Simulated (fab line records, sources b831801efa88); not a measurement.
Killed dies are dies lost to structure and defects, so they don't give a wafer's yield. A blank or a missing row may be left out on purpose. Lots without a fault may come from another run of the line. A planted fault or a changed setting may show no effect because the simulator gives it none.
Split-lot experiment | flow sfq_line | 5 lots, 10 wafers read, on a route of 325 steps

THE SPLIT
At SFQ_TRILAYER_L0_LITHO_EXPOSE_006 (exposes mask L0, target cd 2000 nm), the setting dose_mj was moved away from the recipe's 14.4 on 2 of the 10 wafers read, by +3.5% to +6.3%. The other wafers ran this setting at the recipe's value.

FROM THE SPLIT TO THE READING: what the file shows between them, 9 steps
- SFQ_TRILAYER_L0_LITHO_PEB_008: peb time 60 s (also split here: peb_time_s)
- SFQ_TRILAYER_L0_LITHO_DEVELOP_007: time 60 s
- SFQ_TRILAYER_L0_BARC_OPEN_METAL_ETCH_010: etches BARC in O2, target depth 125 nm, time 41.7 s
- SFQ_TRILAYER_L0_ETCH_METAL_ETCH_008: etches MoNx KI in SF6/O2, stops on SiO2, target depth 50 nm, time 25 s
- SFQ_TRILAYER_L0_VIA_LITHO_PEB_016: peb time 60 s (also split here: peb_temp_c)
- SFQ_TRILAYER_L0_VIA_BARC_OPEN_VIA_ETCH_021: etches BARC in O2, target depth 125 nm, time 41.7 s (also split here: bias_w)
- SFQ_TRILAYER_L0_VIA_ETCH_VIA_ETCH_016: etches SiO2 in CHF3, stops on MoNx KI, target depth 80 nm
- SFQ_TRILAYER_M0_BARC_OPEN_METAL_ETCH_031: etches BARC in O2, target depth 125 nm, time 41.7 s (also split here: time_s)
- SFQ_TRILAYER_I0_VIA_LITHO_COAT_036: resist thk 62 nm (also split here: spin_rpm)

THE READING
etch.depth_nm (the simulator's own value, which no gauge read), in nm, at SFQ_TRILAYER_I0_VIA_BARC_OPEN_VIA_ETCH_046 (etches BARC in O2, target depth 125 nm, time 41.7 s). The file gives no usual value for it. The 8 wafers here that ran the recipe average 61.82 nm, standard deviation 0.99 nm.

wafer  | tool, chamber at the split | dose_mj as run | against the recipe | etch.depth_nm, nm | against lot-mates on the recipe
L075.3 | krf_scanner-02, 0          | 14.4           | recipe             | 60.5              | -
L075.5 | krf_scanner-02, 0          | 14.4           | recipe             | 60.46             | -
L076.4 | krf_scanner-01, 0          | 14.4           | recipe             | 61.66             | -
L077.2 | krf_scanner-01, 0          | 14.4           | recipe             | 62.02             | -
L077.3 | krf_scanner-01, 0          | 14.9           | +3.5%              | 61.7              | -0.32
L082.5 | krf_scanner-02, 0          | 15.31          | +6.3%              | 61.81             | -2.03
L082.6 | krf_scanner-02, 0          | 14.4           | recipe             | 63.84             | -
L083.2 | krf_scanner-02, 0          | 14.4           | recipe             | 61.99             | -
L083.3 | krf_scanner-02, 0          | 14.4           | recipe             | 62                | -
L083.6 | krf_scanner-02, 0          | 14.4           | recipe             | 62.07             | -

THE FIT
A straight line over all 10 wafers: etch.depth_nm changes by -0.00785 nm for each +1% of dose_mj; r = -0.02; the points scatter about the line by 0.99 nm.
The same after taking each lot's own level away (the mean of its wafers on the recipe; 10 wafers): -0.274 nm for each +1%; r = -0.93; scatter 0.25 nm.
On that fit, the largest move of dose_mj shifts the reading by 1.7 nm.
The lots' own levels span 60.480 to 63.840 nm, that is 3.4 times the standard deviation above.
So the lot-to-lot level blurs the effect unless lot-mates are compared.
Check: with one of the wafers moved furthest among these (+6.3%) left out of the fit, the line predicts -0.582 nm for it against its lot-mates. It came out at -2.03 nm against them.

OTHER SPLITS ON THESE WAFERS
These wafers also went through other splits before the reading. Each is held against what the fit with the lots' levels taken away leaves over:
other split on the same wafers                    | wafers away from the commonest value | r with etch.depth_nm (lot level and that fit taken away)
SFQ_TRILAYER_L0_LITHO_PEB_008 peb_time_s          | 4                                    | -0.02
SFQ_TRILAYER_L0_VIA_LITHO_PEB_016 peb_temp_c      | 3                                    | +0.61
SFQ_TRILAYER_L0_VIA_BARC_OPEN_VIA_ETCH_021 bias_w | 2                                    | +0.33
SFQ_TRILAYER_M0_BARC_OPEN_METAL_ETCH_031 time_s   | 5                                    | -0.32
SFQ_TRILAYER_I0_VIA_LITHO_COAT_036 spin_rpm       | 3                                    | -0.02

THE WHOLE CHAIN: every reading that the file lists as answering this split, in the file's order
step                                       | what it does                                                           | reading                                                        | change (the file's fit)                                                                           | r (the file's)
SFQ_TRILAYER_I0_VIA_BARC_OPEN_VIA_ETCH_046 | etches BARC in O2, target depth 125 nm, time 41.7 s                    | etch.depth_nm (the simulator's own value, which no gauge read) | -0.27 nm for each +1% of the setting                                                              | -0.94
SFQ_TRILAYER_L0_BARC_OPEN_METAL_ETCH_010   | etches BARC in O2, target depth 125 nm, time 41.7 s                    | L0.cd_nm (the simulator's own value, which no gauge read)      | -1.6 nm for each +1% of the setting, in a fit together with peb_time_s@TRILAYER_L0_LITHO_PEB_008  | 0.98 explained
SFQ_TRILAYER_L0_ETCH_METAL_ETCH_008        | etches MoNx KI in SF6/O2, stops on SiO2, target depth 50 nm, time 25 s | L0.cd_nm (the simulator's own value, which no gauge read)      | -1.61 nm for each +1% of the setting, in a fit together with peb_time_s@TRILAYER_L0_LITHO_PEB_008 | 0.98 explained

THE FILE'S OWN FIT
etch.depth_nm changes by -0.27 nm for each +1% of dose_mj, r = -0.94.
